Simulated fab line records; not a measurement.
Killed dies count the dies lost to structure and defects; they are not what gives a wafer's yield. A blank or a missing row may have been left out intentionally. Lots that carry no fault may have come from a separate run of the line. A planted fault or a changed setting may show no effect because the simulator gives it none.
Chamber matching	flow sky130	SKY_FIELD_ISO_ETCH_17 on rie si-01 has 4 sister chambers
The step etches Si in HBr/Cl2/O2, target depth 342 nm, time 97.7 s. 8 wafers are shown with their chamber, then 7 later ones without.

== EACH WAFER AND ITS CHAMBER ==
wafer	chamber	oes product au (a.u.)	throttle valve pct (%)
L716.3	2	0.996	25.658
L719.4	0	1.013	25.654
L719.6	3	1.007	25.667
L724.1	3	1.007	25.658
L724.2	1	1.005	25.662
L724.3	0	1.007	25.671
L726.3	1	0.997	25.667
L726.4	2	1.002	25.658

== WAFERS WITH NO CHAMBER GIVEN ==
wafer	oes product au (a.u.)	throttle valve pct (%)
L726.6	1.000	25.662
L731.2	1.011	25.649
L731.5	1.005	25.652
L731.6	1.008	25.660
L733.2	0.999	25.665
L733.3	1.013	25.658
L733.4	1.020	25.646

== EACH ONE'S CHAMBER ==
wafer	from the rows above	in truth
L726.6	can't be placed: 1 or 2 or 3 or 0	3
L731.2	can't be placed: 0 or 3 or 2 or 1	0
L731.5	can't be placed: 3 or 2 or 0 or 1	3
L731.6	can't be placed: 3 or 0 or 1 or 2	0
L733.2	can't be placed: 1 or 2 or 3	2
L733.3	can't be placed: 0 or 3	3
L733.4	can't be placed: 0 or 3 or 1 or 2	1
0 of 7 placed correctly. Not placeable from these rows: 7 (in 7, the candidates include the true chamber). 0 placed wrongly.
How it was worked out, from the rows above alone: a wafer's distance from a chamber is the root of the sum, over the readings, of the square of ((its reading less the chamber's mean) divided by the reading's scatter). If the next closest chamber is less than 2 further off than the closest, the wafer can't be placed; otherwise it belongs to the closest. A chamber's mean is the mean of its shown wafers. The scatter: take each reading less its chamber's mean, square it, sum over the shown wafers, divide by the number of wafers less the number of chambers, and take the root.
